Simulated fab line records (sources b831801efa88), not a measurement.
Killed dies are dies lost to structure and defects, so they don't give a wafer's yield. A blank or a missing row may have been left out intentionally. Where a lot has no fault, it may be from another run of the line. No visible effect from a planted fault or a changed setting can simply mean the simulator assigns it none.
What tool caused it?	flow sky130	Sampling: 6 lots, 18 wafers, 2 of 708 route steps

WHAT EACH GAUGE READ, for each wafer
SKY_SD_N_CD_MEAS_07: the cd target is 380 nm.
lot	measured	on	cd_nm (nm)
L930	day 28 13:04	cd_sem-01	380.2 379.2 378.8
L933	day 28 18:51	cd_sem-01	380.6 384.4 385.1
L936	day 30 03:00	cd_sem-01	378.3 378.9 379.9
L939	day 31 21:35	cd_sem-01	378.7 379.1 377.5
L943	day 32 20:16	cd_sem-02	335.6 334.5 338.2
L952	day 35 08:29	cd_sem-02	383.1 382.9 384.7

WHAT TOOL EACH LOT RAN ON (gives the tool, then ch and the chambers of the sampled wafers, and finally the start)
lot	SKY_SD_N_EXPOSE_04
L930	iline_stepper-02 ch 0, day 27 21:40
L933	iline_stepper-01 ch 0, day 28 05:00
L936	iline_stepper-01 ch 0, day 29 13:43
L939	iline_stepper-01 ch 0, day 31 06:56
L943	iline_stepper-01 ch 0, day 32 07:02
L952	iline_stepper-01 ch 0, day 34 19:40
- SKY_SD_N_EXPOSE_04: exposes mask NSDM, target cd 380 nm.

THE ANSWER, worked out from the rows above alone
Rule: usual is defined by the lots themselves. The widest of any qualifying gaps counts: lots, ordered by their means at a reading, are off when they make up no more than a third of the lots, leave a main group of 4 or more, and stand apart from it by 3 or more times the standard deviation of that group's means. The tables above print the reading to a certain number of digits; a main group whose means all agree to those digits is not used. A lot without any number at a reading at which 4 lots or more have one is off too. The other lots that the step has rows for count as sound.
Off, at SKY_SD_N_CD_MEAS_07 on cd_nm: L943. Main group: mean 380.8 nm, sd 2.2.
If a tool, at a process step before that reading, ran all the lots that are off and no sound lot after the first of them, it fits. Gauges at SKY_SD_N_CD_MEAS_07: tried the same way as those tools. No candidate that was tried fits.

WHAT HAD BEEN PUT IN BY THE SIMULATOR
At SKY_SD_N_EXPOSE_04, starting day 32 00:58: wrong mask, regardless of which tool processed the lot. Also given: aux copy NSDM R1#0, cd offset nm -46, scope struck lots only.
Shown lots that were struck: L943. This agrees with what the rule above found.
